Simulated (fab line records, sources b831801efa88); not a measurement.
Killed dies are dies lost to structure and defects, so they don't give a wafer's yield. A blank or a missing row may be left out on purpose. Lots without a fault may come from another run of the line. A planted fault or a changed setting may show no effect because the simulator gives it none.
fab line records | flow gf180mcu
record lots=24 wafers=72 last_day=34
route steps=602 shown M3@413 MIM@504 M5@535 V5@542
lots that met no fault: from a run of the same line without faults
start_h: hours from the record's first day to the start of the lot's first wafer shown | wait_h: hours since the lot's step before | " the same as in the row above | L1.1+2: a row that stands for several wafers | - no value, or no start given | * or withheld: withheld | < > ~ a bound
route shown NAME@n: a module of which the file shows steps, and the number in the route of the first | usual: mean/standard deviation of fault-free wafers | same: alike in all rows | chamber/n: place in a boat | sites: the reading at each site | _std_site: their standard deviation | _edge_site: outer sites' mean less inner sites' | radius_mm: how far each site lies from the wafer's centre | mask NAME#n: copy n | behind: the tool/chamber that last shaped the wafer | hold: why the lot was held/for how many hours/how that ended | device: the transistor (n, p or np) that didn't switch | end of line: the same wafers' tests at the end of the route | a step without rows: its recipe alone | killed: dies lost to structure and defects at the first sort, not the wafer's yield | map: a wafer's dies, x killed, . not, _ none there
set.NAME: the setting as run; set.NAME@STEP: as run at that earlier step | model.NAME: the simulator's own value behind a step, which no gauge read
steps of the route over a sample of lots; a table a step, a row a wafer
services: from which hour (start_h, from the record's first day; less than 0 if before it) a tool's chamber was out of use, for how many hours, and why
## steps
# step GF_M3_SPUTTER_04
# recipe material=TiN target_thk_nm=50 power_w=6500 time_s=41.7 chamber_pressure_pa=0.4
# usual throttle_valve_pct=30.0/1.4
# columns lot.wafer tool chamber start_h wait_h throttle_valve_pct
L074.1 pvd_sputter-03 - 463.53 0.0 30.1
L074.3 " - " " 30.7
L074.5 " - " " 30.7
L075.1 pvd_sputter-02 - 467.31 0.0 30.5
L075.2 " - " " 31.9
L075.6 " - " " 30.9
L076.1 pvd_sputter-02 - 478.56 0.0 30.3
L076.3 " - " " 29.2
L076.4 " - " " 30.8
L077.1 pvd_sputter-01 - 488.93 0.0 29.0
L077.3 " - " " 29.6
L077.4 " - " " 30.5
L078.3 pvd_sputter-03 - 496.11 0.0 32.4
L078.5 " - " " 32.3
L078.6 " - " " 30.6
L079.2 pvd_sputter-01 - 504.19 0.0 30.6
L079.3 " - " " 28.6
L079.4 " - " " 29.8
L080.2 pvd_sputter-03 - 515.08 0.0 28.0
L080.4 " - " " 30.0
L080.6 " - " " 30.6
L081.2 pvd_sputter-01 - 528.98 0.0 29.9
L081.4 " - " " 27.4
L081.5 " - " " 27.4
L082.3 pvd_sputter-02 - 529.81 0.0 30.3
L082.4 " - " " 31.4
L082.6 " - " " 29.1
L083.2 pvd_sputter-01 - 542.31 0.0 30.4
L083.3 " - " " 27.6
L083.5 " - " " 27.4
L084.1 pvd_sputter-02 - 561.10 0.0 30.9
L084.3 " - " " 31.6
L084.5 " - " " 30.8
L085.2 pvd_sputter-02 - 568.79 0.0 30.5
L085.3 " - " " 29.1
L085.4 " - " " 30.9
L086.2 pvd_sputter-02 - 574.88 0.0 30.3
L086.4 " - " " 32.0
L086.5 " - " " 30.3
L087.2 pvd_sputter-02 - 580.93 0.0 30.7
L087.4 " - " " 32.0
L087.5 " - " " 29.5
L088.1 pvd_sputter-03 - 584.64 0.0 32.4
L088.5 " - " " 32.4
L088.6 " - " " 30.5
L090.3 pvd_sputter-01 - 601.06 0.0 29.8
L090.5 " - " " 27.7
L090.6 " - " " 29.9
L089.1 pvd_sputter-01 - 605.86 0.0 30.5
L089.4 " - " " 28.6
L089.6 " - " " 27.7
L091.1 pvd_sputter-03 - 610.38 0.0 30.0
L091.2 " - " " 30.8
L091.4 " - " " 28.5
L092.3 pvd_sputter-02 - 611.68 0.0 31.8
L092.4 " - " " 29.3
L092.5 " - " " 29.1
L093.3 pvd_sputter-01 - 619.49 0.0 28.8
L093.4 " - " " 27.3
L093.6 " - " " 30.4
L094.2 pvd_sputter-02 - 627.51 0.0 30.2
L094.3 " - " " 30.9
L094.4 " - " " 29.0
L096.1 pvd_sputter-01 - 643.87 0.0 27.7
L096.3 " - " " 28.9
L096.6 " - " " 28.9
L095.2 pvd_sputter-02 - 643.87 0.0 30.1
L095.4 " - " " 30.5
L095.6 " - " " 30.5
L097.3 pvd_sputter-03 - 654.09 0.0 32.5
L097.4 " - " " 28.4
L097.5 " - " " 30.7
# step GF_MIM_SPUTTER_01
# recipe material=TiN target_thk_nm=30 power_w=6500 time_s=25 chamber_pressure_pa=0.4
# usual throttle_valve_pct=29.8/1.4
# columns lot.wafer tool chamber start_h wait_h throttle_valve_pct
L074.1 pvd_sputter-01 - 562.56 0.1 29.8
L074.3 " - " " 27.4
L074.5 " - " " 27.4
L075.1 pvd_sputter-02 - 564.96 0.1 30.5
L075.2 " - " " 31.6
L075.6 " - " " 29.2
L076.1 pvd_sputter-03 - 575.94 0.1 30.3
L076.3 " - " " 28.4
L076.4 " - " " 32.4
L077.1 pvd_sputter-01 - 586.29 0.1 29.6
L077.3 " - " " 27.2
L077.4 " - " " 30.7
L078.3 pvd_sputter-03 - 592.54 0.1 30.3
L078.5 " - " " 30.6
L078.6 " - " " 28.7
L079.2 pvd_sputter-01 - 597.84 0.1 29.9
L079.3 " - " " 30.6
L079.4 " - " " 27.8
L080.2 pvd_sputter-01 - 608.62 0.1 30.5
L080.4 " - " " 28.8
L080.6 " - " " 29.1
L081.2 pvd_sputter-01 - 622.45 0.1 27.5
L081.4 " - " " 30.6
L081.5 " - " " 27.4
L082.3 pvd_sputter-01 - 622.79 0.1 27.6
L082.4 " - " " 27.2
L082.6 " - " " 28.9
L083.2 pvd_sputter-02 - 633.94 0.1 29.2
L083.3 " - " " 30.2
L083.5 " - " " 30.4
L084.1 pvd_sputter-02 - 650.23 0.1 29.0
L084.3 " - " " 30.7
L084.5 " - " " 32.1
L085.2 pvd_sputter-03 - 657.48 0.1 30.1
L085.3 " - " " 32.4
L085.4 " - " " 30.6
L086.2 pvd_sputter-03 - 663.27 0.1 32.5
L086.4 " - " " 30.4
L086.5 " - " " 32.7
L087.2 pvd_sputter-02 - 668.02 0.1 31.9
L087.4 " - " " 31.1
L087.5 " - " " 29.2
L088.1 pvd_sputter-02 - 672.44 0.1 31.9
L088.5 " - " " 30.7
L088.6 " - " " 29.4
L090.3 pvd_sputter-01 - 687.69 0.1 30.6
L090.5 " - " " 27.6
L090.6 " - " " 29.0
L089.1 pvd_sputter-03 - 691.14 0.1 29.9
L089.4 " - " " 30.6
L089.6 " - " " 29.9
L091.1 pvd_sputter-03 - 694.89 0.1 30.5
L091.2 " - " " 32.4
L091.4 " - " " 28.5
L092.3 pvd_sputter-03 - 695.83 0.1 28.5
L092.4 " - " " 29.9
L092.5 " - " " 32.4
L093.3 pvd_sputter-03 - 704.10 0.1 29.9
L093.4 " - " " 28.4
L093.6 " - " " 28.6
L094.2 pvd_sputter-03 - 710.36 0.1 30.5
L094.3 " - " " 32.3
L094.4 " - " " 28.2
L095.2 pvd_sputter-01 - 724.52 0.1 28.9
L095.4 " - " " 27.5
L095.6 " - " " 28.9
L096.1 pvd_sputter-01 - 725.22 0.1 30.1
L096.3 " - " " 28.4
L096.6 " - " " 30.0
L097.3 pvd_sputter-01 - 734.73 0.1 29.1
L097.4 " - " " 30.3
L097.5 " - " " 30.0
# step GF_MIM_RS_MEAS_10
# recipe thk_meas_gauge=four-point-probe reads=TiN_of_MIM_SPUTTER_09+AlCu_of_MIM_SPUTTER_08+TiN_of_MIM_SPUTTER_07
# usual MIM_ALCU_RS=0.1591/0.002
# columns lot.wafer tool chamber start_h wait_h MIM_ALCU_RS[ohm/sq]
L074.1 film_metro-04 - 562.87 0.0 0.1572
L074.3 " - " " 0.1594
L074.5 " - " " 0.1562
L075.1 film_metro-02 - 565.27 0.0 0.1630
L075.2 " - " " 0.1588
L075.6 " - " " 0.1616
L076.1 film_metro-04 - 576.25 0.0 0.1590
L076.3 " - " " 0.1570
L076.4 " - " " 0.1592
L077.1 film_metro-04 - 586.60 0.0 0.1607
L077.3 " - " " 0.1598
L077.4 " - " " 0.1581
L078.3 film_metro-02 - 592.90 0.1 0.1570
L078.5 " - " " 0.1587
L078.6 " - " " 0.1569
L079.2 film_metro-02 - 598.18 0.0 0.1580
L079.3 " - " " 0.1609
L079.4 " - " " 0.1569
L080.2 film_metro-02 - 608.96 0.0 0.1615
L080.4 " - " " 0.1578
L080.6 " - " " 0.1609
L081.2 film_metro-03 - 622.89 0.1 0.1614
L081.4 " - " " 0.1569
L081.5 " - " " 0.1609
L082.3 film_metro-04 - 623.15 0.1 0.1581
L082.4 " - " " 0.1576
L082.6 " - " " 0.1590
L083.2 film_metro-02 - 634.28 0.0 0.1580
L083.3 " - " " 0.1624
L083.5 " - " " 0.1590
L084.1 film_metro-04 - 650.55 0.0 0.1596
L084.3 " - " " 0.1588
L084.5 " - " " 0.1586
L085.2 film_metro-02 - 657.82 0.0 0.1604
L085.3 " - " " 0.1624
L085.4 " - " " 0.1566
L086.2 film_metro-03 - 663.60 0.0 0.1557
L086.4 " - " " 0.1594
L086.5 " - " " 0.1574
L087.2 film_metro-03 - 668.35 0.0 0.1549
L087.4 " - " " 0.1576
L087.5 " - " " 0.1571
L088.1 film_metro-03 - 672.76 0.0 0.1593
L088.5 " - " " 0.1585
L088.6 " - " " 0.1615
L090.3 film_metro-02 - 688.04 0.1 0.1560
L090.5 " - " " 0.1575
L090.6 " - " " 0.1597
L089.1 film_metro-02 - 691.46 0.0 0.1582
L089.4 " - " " 0.1547
L089.6 " - " " 0.1575
L091.1 film_metro-02 - 695.21 0.0 0.1567
L091.2 " - " " 0.1618
L091.4 " - " " 0.1576
L092.3 film_metro-02 - 696.20 0.1 0.1571
L092.4 " - " " 0.1608
L092.5 " - " " 0.1581
L093.3 film_metro-04 - 704.46 0.1 0.1551
L093.4 " - " " 0.1572
L093.6 " - " " 0.1565
L094.2 film_metro-03 - 710.70 0.0 0.1594
L094.3 " - " " 0.1569
L094.4 " - " " 0.1597
L095.2 film_metro-02 - 724.86 0.0 0.1623
L095.4 " - " " 0.1600
L095.6 " - " " 0.1617
L096.1 film_metro-02 - 725.53 0.0 0.1596
L096.3 " - " " 0.1620
L096.6 " - " " 0.1607
L097.3 film_metro-02 - 735.09 0.1 0.1588
L097.4 " - " " 0.1593
L097.5 " - " " 0.1565
# step GF_MIM_THK_MEAS_11
# recipe thk_meas_gauge=xrf reads=AlCu_of_MIM_SPUTTER_08
# usual MIM_ALCU_THK=199.7/2.4
# columns lot.wafer tool chamber start_h wait_h MIM_ALCU_THK[nm]
L074.1 film_metro-04 - 562.99 0.1 203.0
L074.3 " - " " 199.7
L074.5 " - " " 204.4
L075.1 film_metro-02 - 565.39 0.1 195.4
L075.2 " - " " 200.8
L075.6 " - " " 197.0
L076.1 film_metro-04 - 576.37 0.1 200.2
L076.3 " - " " 203.2
L076.4 " - " " 200.9
L077.1 film_metro-04 - 586.72 0.1 199.1
L077.3 " - " " 198.9
L077.4 " - " " 201.3
L078.3 film_metro-02 - 593.00 0.1 201.7
L078.5 " - " " 199.4
L078.6 " - " " 202.9
L079.2 film_metro-02 - 598.29 0.1 201.0
L079.3 " - " " 197.1
L079.4 " - " " 202.6
L080.2 film_metro-02 - 609.07 0.1 198.3
L080.4 " - " " 203.0
L080.6 " - " " 200.4
L081.2 film_metro-03 - 623.00 0.1 196.5
L081.4 " - " " 200.9
L081.5 " - " " 195.9
L082.3 film_metro-04 - 623.25 0.1 202.4
L082.4 " - " " 202.5
L082.6 " - " " 199.3
L083.2 film_metro-02 - 634.39 0.1 202.0
L083.3 " - " " 196.7
L083.5 " - " " 200.7
L084.1 film_metro-04 - 650.67 0.1 198.3
L084.3 " - " " 200.0
L084.5 " - " " 200.8
L085.2 film_metro-02 - 657.93 0.1 198.5
L085.3 " - " " 198.1
L085.4 " - " " 203.2
L086.2 film_metro-03 - 663.71 0.1 202.8
L086.4 " - " " 198.4
L086.5 " - " " 200.6
L087.2 film_metro-03 - 668.46 0.1 202.8
L087.4 " - " " 201.2
L087.5 " - " " 200.3
L088.1 film_metro-03 - 672.88 0.1 198.4
L088.5 " - " " 199.6
L088.6 " - " " 194.9
L090.3 film_metro-02 - 688.14 0.1 202.6
L090.5 " - " " 199.8
L090.6 " - " " 199.1
L089.1 film_metro-02 - 691.58 0.1 200.0
L089.4 " - " " 204.7
L089.6 " - " " 201.9
L091.1 film_metro-02 - 695.33 0.1 202.2
L091.2 " - " " 195.2
L091.4 " - " " 200.6
L092.3 film_metro-02 - 696.30 0.1 202.4
L092.4 " - " " 198.0
L092.5 " - " " 201.5
L093.3 film_metro-04 - 704.56 0.1 203.1
L093.4 " - " " 201.8
L093.6 " - " " 201.5
L094.2 film_metro-03 - 710.81 0.1 196.9
L094.3 " - " " 201.5
L094.4 " - " " 196.7
L095.2 film_metro-02 - 724.97 0.1 196.8
L095.4 " - " " 199.0
L095.6 " - " " 196.4
L096.1 film_metro-02 - 725.65 0.1 198.4
L096.3 " - " " 196.7
L096.6 " - " " 197.9
L097.3 film_metro-02 - 735.19 0.1 199.3
L097.4 " - " " 199.7
L097.5 " - " " 203.2
# step GF_M5_ETCH_09
# recipe chemistry=CF4/O2 target=Si3N4 target_depth_nm=52 source_w=800 bias_w=150 pressure_mtorr=150 cf4_flow_sccm=80 O2_flow_sccm=10 time_s=11.6
# usual drypump_motor_current_A=5.7/0.52 oes_product_au=1.001/0.014 throttle_valve_pct=5.971/0.01
# columns lot.wafer tool chamber start_h wait_h drypump_motor_current_A oes_product_au rf_hours_counter_h throttle_valve_pct
L074.1 rie_diel-01 3 605.58 0.0 6.5 1.005 15 5.992
L074.3 " 1 " " 5.4 0.992 64 5.976
L074.5 " 2 " " 6.3 1.003 - 5.963
L075.1 rie_diel-02 0 608.29 0.0 4.9 0.976 15 5.971
L075.2 " 1 " " 5.5 0.989 8 5.982
L075.6 " 0 " " 4.9 0.985 - 5.983
L076.1 rie_diel-03 0 619.15 0.0 5.8 0.989 62 5.966
L076.3 " 3 " " 5.7 1.010 20 5.967
L076.4 " 2 " " 5.8 1.012 26 5.973
L077.1 rie_diel-01 1 628.78 0.0 5.4 1.015 65 5.960
L077.3 " 0 " " 5.4 0.991 9 5.952
L077.4 " 2 " " 6.3 0.999 24 5.956
L078.3 rie_diel-03 2 635.20 0.0 5.8 1.009 26 5.969
L078.5 " 1 " " 5.0 1.008 - 5.978
L078.6 " 0 " " 5.8 0.978 - 5.964
L079.2 rie_diel-03 0 638.89 0.0 5.8 0.986 63 5.957
L079.3 " 2 " " 5.8 1.007 26 5.976
L079.4 " 1 " " 5.0 0.997 33 5.975
L080.2 rie_diel-02 0 649.08 0.0 4.9 0.987 17 5.961
L080.4 " 1 " " 5.5 0.994 9 5.984
L080.6 " 2 " " 5.4 1.024 - 5.983
L081.2 rie_diel-03 1 662.73 0.0 4.9 1.011 33 5.986
L081.4 " 3 " " 5.7 1.009 22 5.969
L081.5 " 0 " " 5.8 0.987 - 5.966
L082.3 rie_diel-02 0 663.50 0.0 4.9 0.982 17 5.982
L082.4 " 2 " " 5.4 1.013 4 5.959
L082.6 " 3 " " 6.6 1.018 - 6.000
L083.2 rie_diel-03 1 674.33 0.0 5.0 1.002 34 5.979
L083.3 " 2 " " 5.8 1.016 27 5.982
L083.5 " 1 " " 5.0 1.005 - 5.974
L084.1 rie_diel-02 2 690.04 0.0 5.4 1.025 5 5.985
L084.3 " 1 " " 5.5 0.989 11 5.981
L084.5 " 1 " " 5.5 0.992 - 5.982
L085.2 rie_diel-02 0 695.89 0.0 4.9 0.967 19 5.950
L085.3 " 1 " " 5.5 0.984 11 5.969
L085.4 " 2 " " 5.4 1.002 5 5.963
L086.2 rie_diel-03 1 701.98 0.0 5.0 1.001 35 5.975
L086.4 " 0 " " 5.9 1.004 1 5.985
L086.5 " 0 " " 5.8 1.002 - 5.958
L087.2 rie_diel-01 1 705.53 0.0 5.4 1.016 1 5.973
L087.4 " 0 " " 5.4 0.986 13 5.977
L087.5 " 3 " " 6.5 0.991 - 5.966
L088.1 rie_diel-02 2 710.19 0.0 5.4 1.013 6 5.973
L088.5 " 0 " " 4.9 0.994 - 5.978
L088.6 " 1 " " 5.5 0.995 - 5.952
L090.3 rie_diel-03 1 725.15 0.0 5.0 1.007 36 5.977
L090.5 " 3 " " 5.7 0.998 - 5.970
L090.6 " 0 " " 5.9 0.993 - 5.957
L089.1 rie_diel-03 1 727.75 0.0 5.0 0.995 36 5.968
L089.4 " 0 " " 5.8 1.001 2 5.964
L089.6 " 2 " " 5.8 1.023 - 5.975
L091.1 rie_diel-01 0 731.35 0.0 5.5 0.999 13 5.968
L091.2 " 3 " " 6.5 0.989 20 5.954
L091.4 " 1 " " 5.4 1.024 2 5.979
L092.3 rie_diel-02 2 732.05 0.0 5.4 1.008 6 5.969
L092.4 " 0 " " 4.9 0.988 20 5.974
L092.5 " 2 " " 5.4 1.003 - 5.979
L093.3 rie_diel-01 2 739.08 0.0 6.3 0.999 29 5.962
L093.4 " 3 " " 6.5 0.983 20 5.971
L093.6 " 2 " " 6.3 0.999 - 5.974
L094.2 rie_diel-03 2 745.73 0.0 5.8 1.015 30 5.977
L094.3 " 1 " " 4.9 1.000 37 5.958
L094.4 " 0 " " 5.8 1.002 3 5.958
L095.2 rie_diel-02 1 758.65 0.0 5.5 0.987 13 5.974
L095.4 " 2 " " 5.4 1.027 8 5.994
L095.6 " 1 " " 5.5 0.987 - 5.964
L096.1 rie_diel-03 1 759.60 0.0 5.0 0.987 37 5.976
L096.3 " 2 " " 5.8 1.019 31 5.970
L096.6 " 0 " " 5.8 0.998 - 5.985
L097.3 rie_diel-01 0 768.50 0.0 5.4 0.981 16 5.964
L097.4 " 2 " " 6.4 0.987 31 5.970
L097.5 " 0 " " 5.4 0.995 - 5.965
# step GF_V5_CVD_02
# recipe material=SiO2 target_thk_nm=1450 precursor=TEOS temp_c=400 time_s=163.28 rf_w=600
# usual heater_power_w=655/120
# columns lot.wafer tool chamber start_h wait_h heater_power_w
L074.1 pecvd-03 1 606.38 0.1 801
L074.3 " 0 " " 814
L074.5 " 1 " " 654
L075.1 pecvd-01 0 609.12 0.1 600
L075.2 " 1 " " 573
L075.6 " 1 " " 460
L076.1 pecvd-03 2 619.95 0.1 581
L076.3 " 1 " " 701
L076.4 " 0 " " 906
L077.1 pecvd-03 2 629.59 0.1 534
L077.3 " 0 " " 894
L077.4 " 0 " " 735
L078.3 pecvd-03 1 636.16 0.0 664
L078.5 " 1 " " 775
L078.6 " 2 " " 609
L079.2 pecvd-04 2 639.66 0.0 503
L079.3 " 0 " " 694
L079.4 " 1 " " 642
L080.2 pecvd-04 2 649.85 0.0 607
L080.4 " 0 " " 651
L080.6 " 2 " " 490
L081.2 pecvd-03 2 663.50 0.0 509
L081.4 " 1 " " 819
L081.5 " 2 " " 588
L082.3 pecvd-04 1 664.27 0.0 609
L082.4 " 1 " " 499
L082.6 " 2 " " 594
L083.2 pecvd-01 0 675.10 0.0 681
L083.3 " 1 " " 570
L083.5 " 2 " " 577
L084.1 pecvd-03 2 690.81 0.1 639
L084.3 " 0 " " 854
L084.5 " 2 " " 488
L085.2 pecvd-01 2 696.66 0.0 740
L085.3 " 0 " " 694
L085.4 " 2 " " 597
L086.2 pecvd-04 1 702.90 0.0 517
L086.4 " 2 " " 487
L086.5 " 0 " " 747
L087.2 pecvd-04 2 706.42 0.0 615
L087.4 " 0 " " 633
L087.5 " 2 " " 484
L088.1 pecvd-01 2 711.10 0.1 725
L088.5 " 2 " " 593
L088.6 " 1 " " 460
L090.3 pecvd-03 2 726.06 0.0 569
L090.5 " 0 " " 720
L090.6 " 2 " " 597
L089.1 pecvd-01 0 728.66 0.1 658
L089.4 " 0 " " 565
L089.6 " 2 " " 735
L091.1 pecvd-03 1 732.13 0.1 762
L091.2 " 0 " " 813
L091.4 " 0 " " 869
L092.3 pecvd-04 1 732.85 0.0 649
L092.4 " 2 " " 613
L092.5 " 0 " " 665
L093.3 pecvd-03 1 739.85 0.0 672
L093.4 " 2 " " 581
L093.6 " 1 " " 756
L094.2 pecvd-03 2 746.54 0.0 590
L094.3 " 0 " " 859
L094.4 " 1 " " 819
L095.2 pecvd-01 1 759.43 0.0 544
L095.4 " 2 " " 704
L095.6 " 0 " " 567
L096.1 pecvd-04 0 760.40 0.1 709
L096.3 " 2 " " 566
L096.6 " 2 " " 607
L097.3 pecvd-01 2 769.68 0.0 673
L097.4 " 0 " " 714
L097.5 " 1 " " 550
## services
# columns tool chamber start_h hours kind
rie_diel-03 1 446.61 9.8 repair
pecvd-04 1 455.34 6.1 repair
pecvd-04 - 466.66 0.9 repair
pecvd-01 - 478.58 0.8 repair
pecvd-01 0 512.92 2.8 repair
pecvd-01 2 513.68 9.0 repair
rie_diel-02 - 517.99 0.3 repair
pecvd-01 0 522.43 13.8 repair
rie_diel-03 3 531.98 6.2 repair
rie_diel-03 3 542.51 9.0 repair
rie_diel-03 - 552.64 1.1 repair
rie_diel-02 1 565.03 12.1 repair
rie_diel-02 2 574.96 7.2 repair
rie_diel-02 3 585.89 16.0 repair
rie_diel-03 0 589.89 6.6 repair
rie_diel-02 2 607.09 4.4 repair
rie_diel-02 1 642.19 5.3 repair
rie_diel-03 0 642.57 4.0 repair
pecvd-03 - 648.62 1.8 repair
pvd_sputter-02 - 689.71 9.4 repair
rie_diel-03 2 717.42 4.7 repair
rie_diel-02 1 722.82 1.3 repair
pvd_sputter-02 - 752.11 2.1 repair
rie_diel-02 0 759.17 8.0 repair
## key
fault none
